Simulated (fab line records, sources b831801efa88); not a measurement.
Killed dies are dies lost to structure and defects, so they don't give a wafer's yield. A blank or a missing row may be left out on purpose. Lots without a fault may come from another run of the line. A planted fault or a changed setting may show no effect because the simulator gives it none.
fab line records | flow sky130
record lots=6 wafers=18 last_day=50
route steps=708 shown VIA4@652 METAL5@661 PASSIVATION@681 PAD_OPEN@708
lots that met no fault: from a run of the same line without faults
start_h: hours from the record's first day to the start of the lot's first wafer shown | wait_h: hours since the lot's step before | " the same as in the row above | L1.1+2: a row that stands for several wafers | - no value, or no start given | * or withheld: withheld | < > ~ a bound
route shown NAME@n: a module of which the file shows steps, and the number in the route of the first | usual: mean/standard deviation of fault-free wafers | same: alike in all rows | chamber/n: place in a boat | sites: the reading at each site | _std_site: their standard deviation | _edge_site: outer sites' mean less inner sites' | radius_mm: how far each site lies from the wafer's centre | mask NAME#n: copy n | behind: the tool/chamber that last shaped the wafer | hold: why the lot was held/for how many hours/how that ended | device: the transistor (n, p or np) that didn't switch | end of line: the same wafers' tests at the end of the route | a step without rows: its recipe alone | killed: dies lost to structure and defects at the first sort, not the wafer's yield | map: a wafer's dies, x killed, . not, _ none there
set.NAME: the setting as run; set.NAME@STEP: as run at that earlier step | model.NAME: the simulator's own value behind a step, which no gauge read
lots at some steps of the route; a table a step, a row a wafer
services: from which hour (start_h, from the record's first day; less than 0 if before it) a tool's chamber was out of use, for how many hours, and why
## steps
# step SKY_VIA4_STRIP_13
# recipe chemistry=O2/N2 power_w=1400 pressure_mtorr=1500 platen_temp_c=withheld o2_flow_sccm=3000 n2_flow_sccm=300 overash_fraction=0.5
# usual drypump_motor_current_A=5.7/0.38 n2_flow_sccm=300.2/0.87 oes_product_au=0.710/0.0046 strip_time_to_endpoint_s=12.808/0.027
# columns lot.wafer tool chamber start_h wait_h drypump_motor_current_A n2_flow_sccm oes_product_au rf_hours_counter_h strip_time_to_endpoint_s
L815.2 plasma_asher-03 1 1027.80 - 5.7 298.2 0.714 117 12.802
L815.4 " 0 " " 5.8 300.6 0.713 - 12.771
L815.6 " 1 " " 5.8 297.7 0.711 - 12.814
L816.2 plasma_asher-02 1 1033.77 - 6.0 300.4 0.720 94 12.805
L816.3 " 1 " " 6.0 300.1 0.712 - 12.848
L816.4 " 0 " " 6.0 299.5 0.714 - 12.821
L823.1 plasma_asher-02 1 1084.58 - 6.0 300.5 0.714 99 12.816
L823.5 " 1 " " 6.0 299.7 0.707 - 12.827
L823.6 " 0 " " 6.0 301.0 0.703 - 12.772
L825.4 plasma_asher-03 1 1085.70 - 5.7 300.9 0.710 - 12.798
L825.5 " 1 " " 5.8 300.2 0.712 - 12.805
L825.6 " 0 " " 5.8 300.3 0.707 - 12.803
L826.2 plasma_asher-03 0 1097.84 - 5.9 300.9 0.717 4 12.831
L826.4 " 1 " " 5.8 299.3 0.714 - 12.803
L826.5 " 0 " " 5.9 299.4 0.715 - 12.787
L832.1 plasma_asher-03 1 1138.70 - 5.8 300.5 0.710 7 12.799
L832.2 " 0 " " 5.9 300.6 0.705 7 12.796
L832.6 " 1 " " 5.8 299.0 0.707 - 12.842
# step SKY_VIA4_STRIP_14
# recipe chemistry=post_etch_residue_remover time_s=1200 temp_c=72.5
# step SKY_VIA4_CLEAN_15
# recipe chemistry=IPA time_s=180 temp_c=25
# step SKY_VIA4_CLEAN_16
# recipe chemistry=O3/DIW dry=n2_spin
# step SKY_VIA4_SPUTTER_17
# recipe material=TiN target_thk_nm=20 chamber_pressure_pa=5 power_w=4000 time_s=80
# step SKY_VIA4_CVD_18
# recipe material=W target_thk_nm=505 time_s=152.14 temp_c=400 pressure_torr=40
# usual heater_power_w=890/96
# columns lot.wafer tool chamber start_h wait_h heater_power_w
L815.2 cvd_w-02 1 1028.60 0.0 916
L815.4 " 0 " " 744
L815.6 " 0 " " 756
L816.2 cvd_w-01 0 1034.43 0.0 868
L816.3 " 1 " " 1041
L816.4 " 0 " " 862
L823.1 cvd_w-02 0 1085.23 0.0 747
L823.5 " 1 " " 923
L823.6 " 0 " " 747
L825.4 cvd_w-01 1 1086.37 0.1 1010
L825.5 " 1 " " 1017
L825.6 " 0 " " 889
L826.2 cvd_w-01 1 1098.91 0.0 1031
L826.4 " 1 " " 1022
L826.5 " 0 " " 883
L832.1 cvd_w-01 0 1139.54 0.0 895
L832.2 " 1 " " 1024
L832.6 " 0 " " 887
# step SKY_VIA4_RS_MEAS_19
# recipe thk_meas_gauge=four-point-probe reads=W_of_VIA4_CVD_18+TiN_of_VIA4_SPUTTER_17
# usual VIA4_W_RS=0.2269/0.0025
# columns lot.wafer tool chamber start_h wait_h VIA4_W_RS[ohm/sq]
L815.2 film_metro-01 - 1028.77 0.1 0.2264
L815.4 " - " " 0.2264
L815.6 " - " " 0.2288
L816.2 film_metro-01 - 1034.60 0.1 0.2295
L816.3 " - " " 0.2251
L816.4 " - " " 0.2268
L823.1 film_metro-01 - 1085.38 0.1 0.2309
L823.5 " - " " 0.2268
L823.6 " - " " 0.2295
L825.4 film_metro-01 - 1086.54 0.1 0.2264
L825.5 " - " " 0.2250
L825.6 " - " " 0.2278
L826.2 film_metro-02 - 1099.08 0.1 0.2260
L826.4 " - " " 0.2290
L826.5 " - " " 0.2315
L832.1 film_metro-03 - 1139.69 0.1 0.2278
L832.2 " - " " 0.2231
L832.6 " - " " 0.2273
# step SKY_VIA4_THK_MEAS_20
# recipe thk_meas_gauge=xrf reads=W_of_VIA4_CVD_18
# usual VIA4_W_THK=516/5.7
# columns lot.wafer tool chamber start_h wait_h VIA4_W_THK[nm]
L815.2 film_metro-01 - 1028.88 0.1 509
L815.4 " - " " 513
L815.6 " - " " 506
L816.2 film_metro-01 - 1034.71 0.1 507
L816.3 " - " " 516
L816.4 " - " " 512
L823.1 film_metro-01 - 1085.50 0.1 503
L823.5 " - " " 514
L823.6 " - " " 510
L825.4 film_metro-01 - 1086.63 0.1 519
L825.5 " - " " 517
L825.6 " - " " 511
L826.2 film_metro-02 - 1099.19 0.1 522
L826.4 " - " " 516
L826.5 " - " " 510
L832.1 film_metro-03 - 1139.81 0.1 520
L832.2 " - " " 523
L832.6 " - " " 518
# step SKY_VIA4_CMP_21
# recipe stop_on=SiO2 t_overpolish_s=25 down_force_psi=3.5 platen_rpm=60 target_thk_nm=0 pad_velocity_m_s=0.94248
# step SKY_METAL5_SPUTTER_00
# recipe material=Ti target_thk_nm=15 power_w=3000 time_s=10 chamber_pressure_pa=0.4
# step SKY_METAL5_SPUTTER_01
# recipe material=TiN target_thk_nm=20 power_w=6500 time_s=16.7 chamber_pressure_pa=0.4
# step SKY_METAL5_SPUTTER_02
# recipe material=AlCu target_thk_nm=1150 power_w=10600 time_s=61.2 chamber_pressure_pa=0.4
# step SKY_METAL5_SPUTTER_03
# recipe material=Ti target_thk_nm=5 power_w=3000 time_s=3.3 chamber_pressure_pa=0.4
# usual cathode_dc_power_W=3000.0/0.56 throttle_valve_pct=30.0/1.4
# columns lot.wafer tool chamber start_h wait_h cathode_dc_power_W throttle_valve_pct
L815.2 pvd_sputter-03 - 1029.33 0.0 2999.8 28.9
L815.4 " - " " 3000.1 29.6
L815.6 " - " " 3000.3 28.9
L816.2 pvd_sputter-02 - 1035.16 0.0 2999.3 31.8
L816.3 " - " " 3000.7 31.7
L816.4 " - " " 3000.3 31.2
L823.1 pvd_sputter-03 - 1085.96 0.0 3000.4 29.4
L823.5 " - " " 3000.1 29.2
L823.6 " - " " 3000.3 29.6
L825.4 pvd_sputter-02 - 1087.14 0.0 2999.5 31.4
L825.5 " - " " 3000.1 31.8
L825.6 " - " " 2999.7 31.4
L826.2 pvd_sputter-03 - 1099.64 0.0 3000.6 29.1
L826.4 " - " " 2998.9 29.5
L826.5 " - " " 3000.4 29.3
L832.1 pvd_sputter-04 - 1141.85 0.0 2999.5 31.6
L832.2 " - " " 3000.4 29.3
L832.6 " - " " 3000.7 31.6
# step SKY_METAL5_SPUTTER_04
# recipe material=TiN target_thk_nm=70 power_w=6500 time_s=58.3 chamber_pressure_pa=0.4
# usual cathode_dc_power_W=6500.0/1.3 throttle_valve_pct=30.0/1.4
# columns lot.wafer tool chamber start_h wait_h cathode_dc_power_W throttle_valve_pct
L815.2 pvd_sputter-03 - 1029.35 0.0 6500.3 29.3
L815.4 " - " " 6502.6 29.4
L815.6 " - " " 6499.8 29.0
L816.2 pvd_sputter-02 - 1035.18 0.0 6502.4 31.8
L816.3 " - " " 6500.1 31.8
L816.4 " - " " 6501.4 31.2
L823.1 pvd_sputter-03 - 1085.98 0.0 6498.4 29.4
L823.5 " - " " 6499.7 29.3
L823.6 " - " " 6497.9 29.7
L825.4 pvd_sputter-02 - 1087.16 0.0 6498.8 31.6
L825.5 " - " " 6499.4 31.4
L825.6 " - " " 6501.3 31.2
L826.2 pvd_sputter-03 - 1099.66 0.0 6497.1 29.0
L826.4 " - " " 6499.4 29.4
L826.5 " - " " 6501.9 29.4
L832.1 pvd_sputter-04 - 1141.87 0.0 6502.1 31.5
L832.2 " - " " 6498.9 29.5
L832.6 " - " " 6499.4 31.6
# step SKY_METAL5_RS_MEAS_05
# recipe thk_meas_gauge=four-point-probe reads=TiN_of_METAL5_SPUTTER_04+Ti_of_METAL5_SPUTTER_03+AlCu_of_METAL5_SPUTTER_02+TiN_of_METAL5_SPUTTER_01+Ti_of_METAL5_SPUTTER_00
# usual METAL5_ALCU_RS=0.0270/0.00034
# columns lot.wafer tool chamber start_h wait_h METAL5_ALCU_RS[ohm/sq]
L815.2 film_metro-03 - 1029.42 0.0 0.0268
L815.4 " - " " 0.0266
L815.6 " - " " 0.0269
L816.2 film_metro-03 - 1035.25 0.0 0.0274
L816.3 " - " " 0.0273
L816.4 " - " " 0.0271
L823.1 film_metro-03 - 1086.03 0.0 0.0267
L823.5 " - " " 0.0274
L823.6 " - " " 0.0270
L825.4 film_metro-04 - 1087.27 0.1 0.0276
L825.5 " - " " 0.0272
L825.6 " - " " 0.0270
L826.2 film_metro-03 - 1099.73 0.0 0.0269
L826.4 " - " " 0.0265
L826.5 " - " " 0.0268
L832.1 film_metro-01 - 1141.92 0.0 0.0271
L832.2 " - " " 0.0266
L832.6 " - " " 0.0273
# step SKY_METAL5_THK_MEAS_06
# recipe thk_meas_gauge=xrf reads=AlCu_of_METAL5_SPUTTER_02
# usual METAL5_ALCU_THK=1150/16
# columns lot.wafer tool chamber start_h wait_h METAL5_ALCU_THK[nm]
L815.2 film_metro-03 - 1029.53 0.1 1156
L815.4 " - " " 1161
L815.6 " - " " 1155
L816.2 film_metro-03 - 1035.36 0.1 1132
L816.3 " - " " 1134
L816.4 " - " " 1141
L823.1 film_metro-03 - 1086.15 0.1 1162
L823.5 " - " " 1123
L823.6 " - " " 1146
L825.4 film_metro-04 - 1087.36 0.1 1142
L825.5 " - " " 1155
L825.6 " - " " 1169
L826.2 film_metro-03 - 1099.84 0.1 1148
L826.4 " - " " 1163
L826.5 " - " " 1161
L832.1 film_metro-01 - 1142.04 0.1 1144
L832.2 " - " " 1174
L832.6 " - " " 1149
# step SKY_METAL5_DEHYDRATE_07
# recipe temp_c=200 time_s=60
# step SKY_METAL5_HMDS_08
# recipe prime_time_s=60 prime_temp_c=120
# step SKY_METAL5_COAT_09
# recipe resist=NOVOLAK spin_rpm=3000 resist_thk_nm=1800
# step SKY_METAL5_SOFTBAKE_10
# recipe temp_c=90 time_s=60 resist=NOVOLAK
# step SKY_METAL5_EXPOSE_11
# recipe mask_id=MM5 na=0.6 source_shape=conventional sigma_outer=0.6 polarization=unpolarized target_cd_nm=1600 dose_mj=190
# step SKY_METAL5_PEB_12
# recipe temp_c=withheld time_s=* resist=NOVOLAK
# step SKY_METAL5_DEVELOP_13
# recipe resist=NOVOLAK developer=TMAH develop_time_s=60 dev_temp_c=23
# step SKY_METAL5_DESCUM_14
# recipe chemistry=O2 source_power_w=150 bias_power_w=0 pressure_mtorr=10 temp_c=40 time_s=11
# step SKY_METAL5_METAL_ETCH_15
# recipe target_depth_a=12600 stop_on=SiO2 over_etch_frac=0.2 time_s=252 chemistry=Cl2/BCl3 resist_sidewall_deg=86 pressure_mtorr=10 icp_w=900 bias_w=48.5 Cl2_flow_sccm=60 bcl3_flow_sccm=30
# step SKY_METAL5_STRIP_16
# recipe chemistry=O2/N2 power_w=1440 pressure_mtorr=1500 platen_temp_c=withheld o2_flow_sccm=3000 n2_flow_sccm=300 overash_fraction=0.5
# usual drypump_motor_current_A=5.70/0.3 n2_flow_sccm=300.0/0.88 oes_product_au=0.722/0.0049 strip_time_to_endpoint_s=12.87/0.084
# columns lot.wafer tool chamber start_h wait_h drypump_motor_current_A n2_flow_sccm oes_product_au rf_hours_counter_h strip_time_to_endpoint_s
L815.2 plasma_asher-02 0 1051.71 0.2 6.00 300.0 0.722 95 12.92
L815.4 " 0 " " 6.01 300.7 0.727 - 12.93
L815.6 " 1 " " 6.00 298.9 0.712 - 12.94
L816.2 plasma_asher-04 1 1057.09 0.2 5.26 300.5 0.724 63 12.79
L816.3 " 1 " " 5.27 300.8 0.722 - 12.81
L816.4 " 0 " " 5.53 299.3 0.716 - 12.79
L823.1 plasma_asher-02 1 1105.70 0.2 5.98 299.8 0.719 101 12.87
L823.5 " 0 " " 6.00 300.1 0.720 - 12.94
L823.6 " 1 " " 5.96 300.9 0.721 - 13.04
L825.4 plasma_asher-04 0 1106.73 0.1 5.58 299.0 0.721 - 12.94
L825.5 " 1 " " 5.28 300.0 0.727 - 12.91
L825.6 " 0 " " 5.54 299.5 0.722 - 12.85
L826.2 plasma_asher-02 1 1120.05 0.2 6.05 301.0 0.715 102 12.86
L826.4 " 0 " " 6.03 299.5 0.733 - 12.83
L826.5 " 1 " " 6.03 299.8 0.722 - 12.86
L832.1 plasma_asher-03 0 1156.75 0.2 5.91 300.0 0.729 9 12.90
L832.2 " 1 " " 5.77 300.7 0.721 9 13.02
L832.6 " 0 " " 5.89 300.3 0.728 - 13.01
# step SKY_METAL5_STRIP_17
# recipe chemistry=post_etch_residue_remover time_s=1200 temp_c=72.5
# step SKY_METAL5_CLEAN_18
# recipe chemistry=IPA time_s=180 temp_c=25
# step SKY_METAL5_CLEAN_19
# recipe chemistry=O3/DIW dry=n2_spin
# step SKY_PASSIVATION_CVD_00
# recipe material=SiO2 target_thk_nm=90 temp_c=400 time_s=withheld rf_w=600
# step SKY_PASSIVATION_THK_MEAS_01
# recipe reads=SiO2_of_PASSIVATION_CVD_00
# usual PASSIVATION_CVD_00_THK=90.1/1.2
# columns lot.wafer tool chamber start_h wait_h PASSIVATION_CVD_00_THK[nm]
L815.2 film_metro-02 - 1052.33 - 89.4
L815.4 " - " " 90.2
L815.6 " - " " 91.0
L816.2 film_metro-03 - 1057.74 - 88.6
L816.3 " - " " 89.8
L816.4 " - " " 90.3
L823.1 film_metro-03 - 1106.35 - 89.2
L823.5 " - " " 91.5
L823.6 " - " " 90.7
L825.4 film_metro-02 - 1107.41 - 92.8
L825.5 " - " " 91.7
L825.6 " - " " 91.9
L826.2 film_metro-02 - 1121.13 - 90.6
L826.4 " - " " 90.1
L826.5 " - " " 90.8
L832.1 film_metro-02 - 1157.44 - 91.0
L832.2 " - " " 89.6
L832.6 " - " " 90.5
# step SKY_PASSIVATION_CVD_02
# recipe material=Si3N4 target_thk_nm=540 temp_c=400 time_s=withheld rf_w=450
# step SKY_PASSIVATION_THK_MEAS_03
# recipe reads=Si3N4_of_PASSIVATION_CVD_02
# usual PASSIVATION_CVD_02_THK=538/6.3
# columns lot.wafer tool chamber start_h wait_h PASSIVATION_CVD_02_THK[nm]
L815.2 film_metro-02 - 1052.62 - 534
L815.4 " - " " 545
L815.6 " - " " 539
L816.2 film_metro-02 - 1058.02 - 535
L816.3 " - " " 533
L816.4 " - " " 539
L823.1 film_metro-03 - 1106.63 - 537
L823.5 " - " " 544
L823.6 " - " " 547
L825.4 film_metro-03 - 1107.69 - 540
L825.5 " - " " 542
L825.6 " - " " 541
L826.2 film_metro-03 - 1121.41 - 537
L826.4 " - " " 538
L826.5 " - " " 537
L832.1 film_metro-03 - 1157.73 - 537
L832.2 " - " " 540
L832.6 " - " " 550
# step SKY_PASSIVATION_DEHYDRATE_04
# recipe temp_c=200 time_s=60
# step SKY_PASSIVATION_HMDS_05
# recipe prime_time_s=60 prime_temp_c=120
# step SKY_PASSIVATION_COAT_06
# recipe spin_rpm=2000 resist_thk_nm=3000
# step SKY_PASSIVATION_SOFTBAKE_07
# recipe temp_c=110 time_s=withheld
# step SKY_PASSIVATION_EXPOSE_08
# recipe mask_id=NSM target_cd_nm=3000 na=0.57 dose_mj=260
# step SKY_PASSIVATION_PEB_09
# recipe temp_c=115 time_s=withheld
# step SKY_PASSIVATION_DEVELOP_10
# recipe develop_time_s=60 dev_temp_c=23
# step SKY_PASSIVATION_ETCH_11
# recipe chemistry=CF4/O2 target_depth_nm=725 stop_on=AlCu source_w=800 bias_w=150 pressure_mtorr=150 cf4_flow_sccm=80 O2_flow_sccm=10 time_s=161.1
# usual drypump_motor_current_A=5.8/0.33 oes_product_au=0.977/0.0078 throttle_valve_pct=5.964/0.0091
# columns lot.wafer tool chamber start_h wait_h drypump_motor_current_A oes_product_au rf_hours_counter_h throttle_valve_pct
L815.2 rie_diel-03 2 1073.92 - 5.4 0.977 22 5.956
L815.4 " 1 " " 5.8 0.985 22 5.961
L815.6 " 0 " " 5.6 0.979 - 5.961
L816.2 rie_diel-02 3 1078.98 - 6.5 0.974 4 5.956
L816.3 " 0 " " 5.6 0.966 5 5.982
L816.4 " 1 " " 5.9 0.977 21 5.955
L823.1 rie_diel-01 3 1125.22 - 5.2 0.972 13 5.966
L823.5 " 3 " " 5.2 0.987 - 5.968
L823.6 " 1 " " 5.9 0.985 - 5.957
L825.4 rie_diel-03 2 1126.53 - 5.4 0.973 1 5.970
L825.5 " 1 " " 5.8 0.972 - 5.959
L825.6 " 0 " " 5.6 0.975 - 5.959
L826.2 rie_diel-02 0 1139.72 - 5.6 0.982 7 5.965
L826.4 " 2 " " 5.5 0.979 19 5.968
L826.5 " 2 " " 5.6 0.974 - 5.979
L832.1 rie_diel-01 3 1174.58 - 5.2 0.975 15 5.964
L832.2 " 2 " " 5.8 0.980 1 5.963
L832.6 " 1 " " 5.8 0.982 - 5.956
# step SKY_PASSIVATION_STRIP_12
# recipe chemistry=O2/N2 power_w=1400 pressure_mtorr=1500 platen_temp_c=withheld overash_fraction=0.7 o2_flow_sccm=3000 n2_flow_sccm=300
# step SKY_PAD_OPEN_PROBE_99
# usual defect_limited_yield=82.8/1.7 killed_at_M0_to_M3=43/6.2 killed_at_M4_up=2.8/1.7 killed_at_contacts=24/4.8 killed_at_front_end=15/4.3 killed_at_other=0.3/0.55 killed_dies=85/8.4 killed_open=46/6.7 killed_short=38/6.2 sort_bin_3_pad_short=0.9/0.46 sort_bin_5_function=10.2/1.3 sort_bin_6_memory=6.1/0.9 sort_n_pass=407/8.4 sort_yield_pct=82.8/1.7
# same gross_dies=492 killed_at_back_side=0 sort_bin_4_leakage[%]=0 sort_bin_8_speed[%]=0
# columns lot.wafer tool chamber start_h wait_h defect_limited_yield[%] killed_at_M0_to_M3 killed_at_M4_up killed_at_contacts killed_at_front_end killed_at_other killed_dies killed_open killed_short sort_bin_3_pad_short[%] sort_bin_5_function[%] sort_bin_6_memory[%] sort_n_pass sort_yield_pct[%] model.etest.tester.sort_n_pass model.etest.tester.sort_yield_pct model.etest.tester.sort_bin_5_pct model.etest.tester.sort_bin_3_pct
L815.2 prober-01 - 1097.38 0.1 83.9 41 2 28 8 0 79 42 36 1.2 9.1 5.7 413 83.9 413 83.94 9.146 1.22
L815.4 prober-01 - 1097.48 0.2 82.5 50 2 16 16 2 86 51 35 0.4 10.8 6.3 406 82.5 406 82.52 10.77 0.4065
L815.6 prober-01 - 1097.58 0.2 80.1 40 7 35 15 1 98 44 54 1.2 12.6 6.1 394 80.1 394 80.08 12.6 1.22
L816.2 prober-02 - 1102.19 0.1 84.1 38 2 18 17 3 78 42 36 0.6 9.3 5.9 414 84.1 414 84.15 9.35 0.6098
L816.3 prober-02 - 1102.24 0.2 84.1 37 8 20 13 0 78 40 38 1.2 9.1 5.5 414 84.1 414 84.15 9.146 1.22
L816.4 prober-02 - 1102.29 0.2 80.3 53 5 20 19 0 97 53 44 1.8 10.4 7.5 395 80.3 395 80.28 10.37 1.829
L823.1 prober-02 - 1146.06 0.1 77.8 36 38 22 12 1 109 34 37 2.0 13.0 7.1 383 77.8 383 77.85 13.01 2.033
L823.5 prober-02 - 1146.26 0.2 76.8 44 41 23 6 0 114 36 38 3.7 12.8 6.7 378 76.8 378 76.83 12.8 3.659
L823.6 prober-02 - 1146.31 0.2 74.6 41 46 25 13 0 125 51 31 2.6 16.7 6.1 367 74.6 367 74.59 16.67 2.642
L825.4 prober-01 - 1147.34 0.2 82.1 49 5 24 10 0 88 48 40 1.0 9.6 7.3 404 82.1 404 82.11 9.553 1.016
L825.5 prober-01 - 1147.39 0.2 86.2 33 2 22 11 0 68 33 35 0.2 8.3 5.3 424 86.2 424 86.18 8.333 0.2033
L825.6 prober-01 - 1147.44 0.2 80.7 46 2 28 19 0 95 49 46 1.6 11.2 6.5 397 80.7 397 80.69 11.18 1.626
L826.2 prober-02 - 1156.50 0.1 74.2 46 37 27 16 1 127 53 38 3.9 14.2 7.7 365 74.2 365 74.19 14.23 3.862
L826.4 prober-02 - 1156.60 0.2 77.0 36 46 17 14 0 113 41 29 2.8 14.2 5.9 379 77.0 379 77.03 14.23 2.846
L826.5 prober-02 - 1156.65 0.2 77.6 33 42 19 16 0 110 40 29 2.8 12.8 6.7 382 77.6 382 77.64 12.8 2.846
L832.1 prober-01 - 1195.09 0.1 83.1 45 7 17 14 0 83 45 38 0.8 9.1 6.9 409 83.1 409 83.13 9.146 0.813
L832.2 prober-01 - 1195.14 0.1 82.3 54 3 16 14 0 87 46 41 1.0 11.0 5.7 405 82.3 405 82.32 10.98 1.016
L832.6 prober-01 - 1195.34 0.2 84.3 39 2 26 10 0 77 36 41 0.8 10.0 4.9 415 84.3 415 84.35 9.959 0.813
# killed by level:class
L815.2 CONTACT:geometric_particle:open=9 LOCAL_INTERCONNECT:geometric_particle:short=8 VIA3:geometric_particle:open=8 METAL2:geometric_particle:short=7 VIA1:geometric_particle:open=7 VIA2:geometric_particle:open=6 CONTACT:geometric_particle:short=5 LI_CONTACT:geometric_particle:open=4
L815.4 VIA1:geometric_particle:open=14 VIA3:geometric_particle:open=8 METAL2:geometric_particle:short=6 VIA2:geometric_particle:open=6 FIELD_ISO:geometric_particle:short=5 POLY_GATE:geometric_particle:open=4 LI_CONTACT:geometric_particle:open=4 CONTACT:geometric_particle:open=4
L815.6 LI_CONTACT:geometric_particle:open=10 METAL1:geometric_particle:short=8 VIA3:geometric_particle:open=8 CONTACT:geometric_particle:open=7 LI_CONTACT:geometric_particle:short=7 VIA1:geometric_particle:open=7 LOCAL_INTERCONNECT:geometric_particle:short=6 METAL2:geometric_particle:short=6
L816.2 VIA2:geometric_particle:open=11 FIELD_ISO:geometric_particle:short=5 POLY_GATE:geometric_particle:open=5 CONTACT:geometric_particle:open=5 CONTACT:geometric_particle:short=4 METAL1:geometric_particle:short=4 METAL2:geometric_particle:short=4 FIELD_ISO:geometric_particle:open=3
L816.3 VIA1:geometric_particle:open=8 LI_CONTACT:geometric_particle:open=7 METAL4:geometric_particle:short=6 FIELD_ISO:geometric_particle:open=5 METAL1:geometric_particle:short=5 METAL2:geometric_particle:open=5 VIA2:geometric_particle:open=5 POLY_GATE:geometric_particle:short=4
L816.4 VIA2:geometric_particle:open=13 METAL2:geometric_particle:short=11 CONTACT:geometric_particle:open=10 VIA3:geometric_particle:open=7 FIELD_ISO:geometric_particle:open=6 VIA1:geometric_particle:open=6 FIELD_ISO:geometric_particle:short=5 METAL4:geometric_particle:short=5
L823.1 METAL5:unspecified=38 VIA1:geometric_particle:open=9 METAL2:geometric_particle:short=8 LI_CONTACT:geometric_particle:open=7 CONTACT:geometric_particle:short=5 LI_CONTACT:geometric_particle:short=4 VIA2:geometric_particle:open=4 POLY_GATE:geometric_particle:open=3
L823.5 METAL5:unspecified=40 VIA1:geometric_particle:open=10 METAL1:geometric_particle:short=10 CONTACT:geometric_particle:short=8 VIA1:geometric_particle:short=7 CONTACT:geometric_particle:open=6 VIA3:geometric_particle:open=6 LI_CONTACT:geometric_particle:open=5
L823.6 METAL5:unspecified=43 LI_CONTACT:geometric_particle:open=10 VIA2:geometric_particle:open=9 VIA1:geometric_particle:open=8 CONTACT:geometric_particle:open=7 VIA3:geometric_particle:open=6 FIELD_ISO:geometric_particle:open=5 FIELD_ISO:geometric_particle:short=5
L825.4 VIA1:geometric_particle:open=11 METAL2:geometric_particle:short=8 CONTACT:geometric_particle:open=8 CONTACT:geometric_particle:short=6 VIA1:geometric_particle:short=6 VIA2:geometric_particle:open=6 VIA3:geometric_particle:open=6 LI_CONTACT:geometric_particle:open=4
L825.5 METAL2:geometric_particle:short=11 LI_CONTACT:geometric_particle:open=8 POLY_GATE:geometric_particle:open=5 CONTACT:geometric_particle:open=5 VIA1:geometric_particle:open=5 VIA3:geometric_particle:open=5 LI_CONTACT:geometric_particle:short=4 VIA1:geometric_particle:short=4
L825.6 METAL2:geometric_particle:short=11 CONTACT:geometric_particle:open=11 LI_CONTACT:geometric_particle:open=6 VIA2:geometric_particle:open=6 METAL2:geometric_particle:open=5 FIELD_ISO:geometric_particle:open=4 POLY_GATE:geometric_particle:short=4 LI_CONTACT:geometric_particle:short=4
L826.2 METAL5:unspecified=36 VIA1:geometric_particle:open=10 LI_CONTACT:geometric_particle:open=9 METAL2:geometric_particle:short=8 CONTACT:geometric_particle:open=7 VIA2:geometric_particle:open=6 VIA3:geometric_particle:open=6 CONTACT:geometric_particle:short=5
L826.4 METAL5:unspecified=41 CONTACT:geometric_particle:open=10 VIA1:geometric_particle:open=10 VIA3:geometric_particle:open=8 VIA1:geometric_particle:short=6 METAL2:geometric_particle:short=6 FIELD_ISO:geometric_particle:open=4 FIELD_ISO:geometric_particle:short=4
L826.5 METAL5:unspecified=41 CONTACT:geometric_particle:open=10 VIA1:geometric_particle:open=8 FIELD_ISO:geometric_particle:open=7 VIA1:geometric_particle:short=7 VIA2:geometric_particle:open=5 METAL1:geometric_particle:short=5 LI_CONTACT:geometric_particle:open=4
L832.1 VIA1:geometric_particle:open=12 VIA2:geometric_particle:open=10 VIA1:geometric_particle:short=8 LOCAL_INTERCONNECT:geometric_particle:short=6 CONTACT:geometric_particle:open=6 METAL4:geometric_particle:short=6 VIA3:geometric_particle:open=5 POLY_GATE:geometric_particle:open=5
L832.2 VIA1:geometric_particle:open=17 METAL1:geometric_particle:short=10 LI_CONTACT:geometric_particle:open=8 POLY_GATE:geometric_particle:short=5 VIA1:geometric_particle:short=5 METAL2:geometric_particle:short=5 LI_CONTACT:geometric_particle:short=4 VIA2:geometric_particle:open=4
L832.6 LI_CONTACT:geometric_particle:open=8 VIA1:geometric_particle:open=7 CONTACT:geometric_particle:short=6 METAL1:geometric_particle:short=5 VIA1:geometric_particle:short=5 METAL3:geometric_particle:short=5 LI_CONTACT:geometric_particle:short=4 CONTACT:geometric_particle:open=4
# map L823.6 (x killed, . not)
__________.xx.x....x_________
________.....x........_______
______....x..x.......xxx_____
_____x.xx...xx...........____
____x....xx..........x.x..___
___.xxx.xx...............xx__
__xxxxx..x....xx.xx........._
_xxxxxx.x...x..x..x....x....x
_xxxxxxxx......x.............
_xxxxxxxx..x.x..............x
_xxxxxx.x......x..x...x......
_xxxxx....x.............xx.xx
_xxxx.x................x.....
_.x..x.x..xx.........x.......
_..x...x..x.............x.x..
__.....x..x..x.....xx......._
___....x........x...x......__
____.............x......x.___
_____...x...............x____
______xxx.........x....._____
________....x...x....._______
__________........x._________
# map L826.2 (x killed, . not)
__________...x.....x_________
________..xx......x..._______
______.....x............_____
_____.......xx........xxx____
____..................xx..___
___.......x.x....x....x....__
__.....x...x..x.......x...x._
_x.....x.xxx......x........x.
_x...x....x......x..........x
_....................xx......
_..xxx..x..x..........x......
_x....xxx.......x.xx..xx....x
_...x.xxx.x......x........x.x
_...........x..............x.
_..........x.........x..x.xx.
__.x.x.......x...xxx.xx....._
___..x......x..x..xxxxxxx..__
____...x......x..xxxxxxxx.___
_____.........xxxxxxxxxx.____
______.xx....x..xxxxxxxx_____
________........xxxxxx_______
__________.xx.x...xx_________
## services
# columns tool chamber start_h hours kind
plasma_asher-04 - 1007.67 14.6 pm
rie_diel-02 3 1015.45 5.2 repair
cvd_w-01 - 1021.04 6.9 pm
pvd_sputter-03 3 1024.13 - consumable_replace:kit
pvd_sputter-03 3 1024.13 18.0 scheduled_down
pvd_sputter-03 3 1024.13 18.0 vent_cycle
rie_diel-01 1 1028.03 23.8 repair
rie_diel-01 - 1049.20 0.9 repair
pvd_sputter-03 - 1055.11 9.2 repair
plasma_asher-03 - 1055.25 9.0 pm
cvd_w-01 - 1055.79 3.1 repair
pvd_sputter-03 - 1075.13 4.3 repair
plasma_asher-04 - 1077.76 4.3 pm
rie_diel-03 - 1080.35 0.3 repair
rie_diel-03 1 1081.33 10.9 repair
plasma_asher-04 - 1095.31 3.8 repair
plasma_asher-04 - 1117.73 1.3 repair
rie_diel-03 - 1121.32 2.8 pm
pvd_sputter-03 - 1135.95 2.3 repair
plasma_asher-03 - 1144.25 4.0 repair
plasma_asher-04 - 1145.17 2.9 repair
pvd_sputter-04 - 1166.55 5.0 repair
rie_diel-03 1 1170.57 7.6 repair
pvd_sputter-03 2 1172.50 - consumable_replace:kit
## key
first_sign step=SKY_PAD_OPEN_PROBE_99 reading=killed_at_M4_up direction=up sigmas=23 usual=2.8 struck=41.7
effect step=SKY_PAD_OPEN_PROBE_99 reading=sort_bin_3_pad_short direction=up sigmas=4.5 usual=0.9 struck=3.0
model_effect step=SKY_PAD_OPEN_PROBE_99 value=etest.tester.sort_n_pass without=411 struck=375.7
met_at SKY_METAL5_SPUTTER_03
struck_wafers L823.1,L823.5,L823.6,L826.2,L826.4,L826.5
onset_between 1029.33 1085.96
also_fits SKY_METAL5_SPUTTER_04:pvd_sputter-03,SKY_METAL5_STRIP_16:plasma_asher-02
fault kind=chamber_particle_source tool=pvd_sputter-03 chamber=- onset_h=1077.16 steps=SKY_METAL5_SPUTTER_03 rate_per_visit_cm2=0.97816 end_h=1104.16
